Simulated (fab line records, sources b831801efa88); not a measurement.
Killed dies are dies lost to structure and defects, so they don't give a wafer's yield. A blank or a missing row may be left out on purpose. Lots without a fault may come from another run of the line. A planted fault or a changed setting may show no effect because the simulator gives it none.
Which tool did it? | flow sky130 | 24 lots, 72 wafers sampled, at 1 step of a route of 708

WHAT THE GAUGES READ, wafer by wafer
SKY_VIA1_OVL_MEAS_13.
lot  | measured     | on         | VIA1_OVL (nm)
L074 | day 34 05:37 | overlay-01 | 0 -3 1
L075 | day 34 14:35 | overlay-01 | 6 7 7
L076 | day 34 21:22 | overlay-02 | -1 4 3
L078 | day 35 07:50 | overlay-01 | -14 -5 -9
L077 | day 35 10:10 | overlay-02 | -6 -8 -4
L080 | day 35 18:34 | overlay-01 | 9 4 2
L079 | day 35 18:55 | overlay-01 | -7 4 2
L081 | day 36 06:56 | overlay-01 | 18 1 6
L082 | day 36 10:08 | overlay-02 | 2 10 1
L083 | day 36 20:10 | overlay-01 | 7 8 2
L084 | day 37 11:20 | overlay-02 | 6 2 1
L085 | day 37 16:05 | overlay-02 | 9 1 4
L086 | day 37 23:40 | overlay-02 | 3 4 5
L087 | day 38 11:40 | overlay-02 | 3 9 -1
L088 | day 38 14:28 | overlay-02 | 7 3 0
L089 | day 38 18:22 | overlay-01 | 4 5 5
L090 | day 39 04:43 | overlay-02 | 10 6 5
L091 | day 39 09:50 | overlay-01 | 8 2 2
L093 | day 40 01:41 | overlay-01 | 6 5 2
L092 | day 40 02:50 | overlay-02 | -3 -5 -7
L094 | day 40 03:43 | overlay-02 | 0 7 -2
L095 | day 40 04:46 | overlay-02 | 6 8 -2
L096 | day 40 14:47 | overlay-02 | 7 15 8
L097 | day 41 00:11 | overlay-01 | 4 10 12

WHICH TOOL RAN EACH LOT (tool, then ch and the chambers of the sampled wafers, then the start)
The record holds no process step before these readings.

WHAT THE TOOLS THEMSELVES READ (means of the sampled wafers that have a number; where no wafer has one, the mark that the record gives instead)
The record holds no such reading with a usual standard deviation.

THE ANSWER, worked out from the rows above alone
Rule: what is usual is taken from the lots themselves. Put in order of their means at a reading, lots are off if they are a third of the lots or fewer, leave a main group of 4 or more, and stand apart from it by a gap of 3 or more times the standard deviation of the main group's means; of several such gaps the widest counts. A main group whose means are all the same, to the digits that the tables above print for the reading, isn't used. A lot without any number at a reading at which 4 lots or more have one is off too. The other lots that the step has rows for count as sound. The gauges are gone through in route order, then the tools' own readings, and for those a lot's mean is taken as printed above. The first step at which some lot is off is used, and at that step the reading that is off furthest; a lot without a number counts as furthest.
No lot is off at any reading shown: from this, nothing can be told.

WHAT THE SIMULATOR HAD PUT IN
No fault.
